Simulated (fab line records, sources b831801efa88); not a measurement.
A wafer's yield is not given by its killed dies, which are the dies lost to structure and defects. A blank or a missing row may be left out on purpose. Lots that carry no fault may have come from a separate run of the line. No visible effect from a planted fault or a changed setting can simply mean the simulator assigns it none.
Lot-split experiment + flow sfq line + 5 lots, 23 wafers read, on a route of 325 steps

## THE SPLIT ITSELF
At SFQ_TRILAYER_I3_VIA_LITHO_COAT_085 (resist thk 650 nm), the setting spin rpm was moved away from the recipe's 3000 rpm on 9 of the 23 wafers read, by -7.0% to +5.5%. This setting was run at the recipe's value on the other wafers.

## SPLIT TO READING: what lies between them in the file, 1 step
- SFQ_TRILAYER_I3_VIA_BARC_OPEN_VIA_ETCH_121: etches BARC in O2, target depth 125 nm, time 41.7 s (also split here: source w)

## THE READING
KrF_of_TRILAYER_I3_VIA_LITHO_COAT_085.thk nm (the simulator's own value, which no gauge read), in nm, at SFQ_TRILAYER_I3_VIA_ETCH_VIA_ETCH_088 (etches SiO2 in CHF3, stops on Nb, target depth 260 nm). There is no usual value for it anywhere in the file. The 14 wafers here that ran the recipe average 528.2 nm, standard deviation 5.2 nm.

| wafer  | tool, chamber at the split | spin rpm as run, rpm | against the recipe | KrF_of_TRILAYER_I3_VIA_LITHO_COAT_085.thk nm, nm | against lot-mates on the recipe |
|--------|----------------------------|----------------------|--------------------|--------------------------------------------------|---------------------------------|
| L074.1 | litho track-03, 0          | 2791                 | -7.0%              | 552                                              | +23.8                           |
| L074.2 | litho track-03, 0          | 2791                 | -7.0%              | 556.4                                            | +28.2                           |
| L074.3 | litho track-03, 0          | 3000                 | recipe             | 524.6                                            | -                               |
| L074.4 | litho track-03, 0          | 3000                 | recipe             | 525.4                                            | -                               |
| L074.5 | litho track-03, 0          | 3000                 | recipe             | 534.6                                            | -                               |
| L077.1 | litho track-03, 0          | 3000                 | recipe             | 523.2                                            | -                               |
| L077.3 | litho track-03, 0          | 3000                 | recipe             | 524.1                                            | -                               |
| L077.4 | litho track-03, 0          | 3164                 | +5.5%              | 507.1                                            | -15.4                           |
| L077.5 | litho track-03, 0          | 3164                 | +5.5%              | 507.4                                            | -15.1                           |
| L077.6 | litho track-03, 0          | 3000                 | recipe             | 520.1                                            | -                               |
| L078.1 | litho track-03, 0          | 3125                 | +4.2%              | 520.5                                            | -6.4                            |
| L078.2 | litho track-03, 0          | 3000                 | recipe             | 527                                              | -                               |
| L078.3 | litho track-03, 0          | 3000                 | recipe             | 526.7                                            | -                               |
| L078.5 | litho track-03, 0          | 3125                 | +4.2%              | 513.2                                            | -13.6                           |
| L078.6 | litho track-03, 0          | 3125                 | +4.2%              | 518.2                                            | -8.6                            |
| L080.2 | litho track-02, 0          | 3000                 | recipe             | 525.3                                            | -                               |
| L080.5 | litho track-02, 0          | 3000                 | recipe             | 528                                              | -                               |
| L080.6 | litho track-02, 0          | 3000                 | recipe             | 527                                              | -                               |
| L083.1 | litho track-02, 0          | 3000                 | recipe             | 536.2                                            | -                               |
| L083.2 | litho track-02, 0          | 2909                 | -3.0%              | 545.9                                            | +9.7                            |
| L083.3 | litho track-02, 0          | 3000                 | recipe             | 537.2                                            | -                               |
| L083.5 | litho track-02, 0          | 2909                 | -3.0%              | 541.8                                            | +5.6                            |
| L083.6 | litho track-02, 0          | 3000                 | recipe             | 535.1                                            | -                               |

FIT RESULTS
A straight line over all 23 wafers: KrF_of_TRILAYER_I3_VIA_LITHO_COAT_085.thk nm changes by -3.63 nm for each +1% of spin rpm; r = -0.93; the points scatter about the line by 4.9 nm.
The same after taking each lot's own level away (the mean of its wafers on the recipe; 23 wafers): -3.07 nm for each +1%; r = -0.96; scatter 3 nm.
That fit puts the effect of the largest move of spin rpm on the reading at 21 nm.
From 522.47 to 536.17 nm: that is the span of the lots' own levels, equal to 2.6 times the standard deviation above.
Hence the slope depends on the lot-to-lot level, as the two fits are not the same.
Check: with one of the wafers moved furthest among these (-7.0%) left out of the fit, the line predicts +21.6 nm for it against its lot-mates. It came out at +23.8 nm against them.

## ADDITIONAL SPLITS CARRIED BY THESE WAFERS
Other splits were also applied to these wafers ahead of the reading. Each is held against what the fit with the lots' levels taken away leaves over:
| other split on the same wafers                      | wafers away from the commonest value | r with KrF_of_TRILAYER_I3_VIA_LITHO_COAT_085.thk nm (lot level and that fit taken away) |
|-----------------------------------------------------|--------------------------------------|-----------------------------------------------------------------------------------------|
| SFQ_TRILAYER_M2_LITHO_EXPOSE_058 dose mj            | 7                                    | +0.20                                                                                   |
| SFQ_TRILAYER_I2_CMP_CMP_064 leave above ref nm      | 6                                    | -0.25                                                                                   |
| SFQ_TRILAYER_I2_VIA_LITHO_PEB_070 peb temp c        | 11                                   | +0.24                                                                                   |
| SFQ_TRILAYER_I2_VIA_ETCH_VIA_ETCH_070 source w      | 4                                    | +0.46                                                                                   |
| SFQ_TRILAYER_M3_DEP_SPUTTER_073 power w             | 9                                    | -0.05                                                                                   |
| SFQ_TRILAYER_M3_BARC_OPEN_METAL_ETCH_100 icp w      | 5                                    | -0.05                                                                                   |
| SFQ_TRILAYER_I3_VIA_BARC_OPEN_VIA_ETCH_121 source w | 8                                    | -0.47                                                                                   |

## THE WHOLE CHAIN: every reading that the file lists as answering this split, in the file's order
| step                                  | what it does                                          | reading                                                                                       | change (the file's fit)              | r (the file's) |
|---------------------------------------|-------------------------------------------------------|-----------------------------------------------------------------------------------------------|--------------------------------------|----------------|
| SFQ_TRILAYER_I3_VIA_LITHO_COAT_085    | resist thk 650 nm                                     | KrF_of_TRILAYER_I3_VIA_LITHO_COAT_085.thk nm (the simulator's own value, which no gauge read) | -3.25 nm for each +1% of the setting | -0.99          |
| SFQ_TRILAYER_I3_VIA_ETCH_VIA_ETCH_088 | etches SiO2 in CHF3, stops on Nb, target depth 260 nm | KrF_of_TRILAYER_I3_VIA_LITHO_COAT_085.thk nm (the simulator's own value, which no gauge read) | -3.12 nm for each +1% of the setting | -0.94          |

## FILE'S OWN FIT
KrF_of_TRILAYER_I3_VIA_LITHO_COAT_085.thk nm changes by -3.12 nm for each +1% of spin rpm, r = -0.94.
